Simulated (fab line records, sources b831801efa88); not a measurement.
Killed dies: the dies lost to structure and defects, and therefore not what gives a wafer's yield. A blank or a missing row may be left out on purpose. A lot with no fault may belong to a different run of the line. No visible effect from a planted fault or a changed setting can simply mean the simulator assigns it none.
Comparing a struck lot with a sound one	flow sky130	17 out of 708 route steps
Sound: the wafers L202.2, L202.5, L202.6. The struck wafers were L210.1, L210.2, L210.3. The cause is named last.
Order at every step that has rows: each side's tool, ch and its chambers, its first start. Under that, the readings that differ: sound wafers	struck wafers	difference of the means	sigmas: that difference in standard deviations of wafers without a fault.
alike: readings whose means differ by less than 2 such deviations, and words and numbers that are the same on both sides. not compared: withheld readings, readings that some wafer has no value for, bounds like >300 that may hide the same value, and numbers for which the record gives no deviation and whose values overlap.
The two part at a step that has a row with sigmas, a row that says differs or no value, or rows on one side only. Non-overlapping numbers with no deviation appear without sigmas and do not part them. Lack of a reading on every wafer of one side parts them only where that side has two or more wafers.

SKY_VIA1_CMP_02: polishes SiO2.
  sound on cmp-02 ch 0,1, day 35 18:18; struck on cmp-01 ch 0,2,3, day 38 04:59
  alike: motor-current-A
SKY_VIA1_BOW_MEAS_03:
  struck on film-metro-04, day 38 05:17; sound on film-metro-02, day 35 18:34
  alike: VIA1_BOW
then, 8 steps without rows for these wafers: SKY_VIA1_DEHYDRATE_04 (time 60 s); SKY_VIA1_HMDS_05 (prime time 60 s); SKY_VIA1_COAT_06 (resist thk 60 nm); SKY_VIA1_COAT_07 (resist thk 450 nm); SKY_VIA1_SOFTBAKE_08 (time 90 s); SKY_VIA1_EXPOSE_09 (exposes mask VIM, target cd 150 nm); SKY_VIA1_PEB_10; SKY_VIA1_DEVELOP_11 (develop time 60 s).
SKY_VIA1_CD_MEAS_12: target cd 150 nm.
  struck on cd-sem-01, day 39 05:36; sound on cd-sem-02, day 36 19:55
  alike: cd-nm
SKY_VIA1_OVL_MEAS_13:
  struck on overlay-02, day 39 05:43; sound on overlay-02, day 36 20:01
  alike: VIA1_OVL
SKY_VIA1_ETCH_14: etches BARC in N2/H2, stops on SiO2, time 45.9 s, target depth 60 nm.
  sound on rie-diel-03 ch 1,2, day 36 20:02; struck on rie-diel-02 ch 0,1,2, day 39 05:45
  no value came back on the struck wafers for any of 5 readings (bias-w (W), chamber-pressure-mTorr (mTorr) and others); on the sound wafers bias-w (W) reads 99.90 100.02 100.20
reading	sound	struck	difference	sigmas
model.KrF-thick_of_VIA1_COAT_07.thk-nm (nm)	393.6 393.2 393.8	435.7 437.4 436	+42.8	
  not compared: rf-hours-counter-h
SKY_VIA1_ETCH_15: etches SiO2 in C4F8/O2/Ar, stops on TiN, target depth 351 nm, time 54 s.
  sound on rie-diel-03 ch 1,2, day 36 20:05; struck on rie-diel-02 ch 0,1,2, day 39 05:47
reading	sound	struck	difference	sigmas
oes-product-au (a.u.)	0.981 0.983 0.971	0.374 0.379 0.373	-0.603	-99 or more
model.KrF-thick_of_VIA1_COAT_07.thk-nm (nm)	324 324.1 323.1	365.3 367.5 365.3	+42.3	
  alike: bias-w, chamber-pressure-mTorr
  not compared: rf-hours-counter-h
SKY_VIA1_STRIP_16: strips in O2/N2.
  sound on plasma-asher-04 ch 0,1, day 36 20:08; struck on plasma-asher-03 ch 0,1, day 39 05:50
reading	sound	struck	difference	sigmas
oes-product-au (a.u.)	0.413 0.413 0.412	0.441 0.431 0.438	+0.024	+5
strip-time-to-endpoint-s (s)	4.467 4.475 4.481	4.909 4.938 4.913	+0.446	+19
  alike: drypump-motor-current-A, o2-flow-sccm
  not compared: rf-hours-counter-h
then, 1 step without rows for these wafers: SKY_VIA1_STRIP_17 (strips in post etch residue remover, time 1200 s).
-- the record jumps here: 10 days lie between the struck wafers' starts before and after (it left off in module VIA1 and takes up again in module PAD_OPEN, whose first step shown is number 708 of the route) --
SKY_PAD_OPEN_PROBE_99:
  struck on prober-01, day 49 17:11; sound on prober-02, day 47 22:12
reading	sound	struck	difference	sigmas
defect-limited-yield (%)	82.1 81.1 83.3	0 0 0	-82	-43
killed_at_M0_to_M3	48 53 40	457 466 441	+408	+60
killed-dies	88 93 82	492 492 492	+404	+43
killed-on-rim	17 23 13	96 96 96	+78	+20
sort_bin_5_function (%)	9.3 10.8 8.7	92.5 94.1 94.3	+84.0	+56
sort-n-pass	404 399 410	0 0 0	-404	-43
sort-yield-pct (%)	82.1 81.1 83.3	0 0 0	-82	-43
  alike: killed_at_M4_up, killed-at-contacts, killed-at-front-end, killed-at-other, killed-open, killed-short, sort_bin_3_pad_short, sort_bin_6_memory

WHERE THEY PART
At SKY_VIA1_ETCH_14 first; at SKY_PAD_OPEN_PROBE_99 last (within this record only).

WHY: what the simulator had put in
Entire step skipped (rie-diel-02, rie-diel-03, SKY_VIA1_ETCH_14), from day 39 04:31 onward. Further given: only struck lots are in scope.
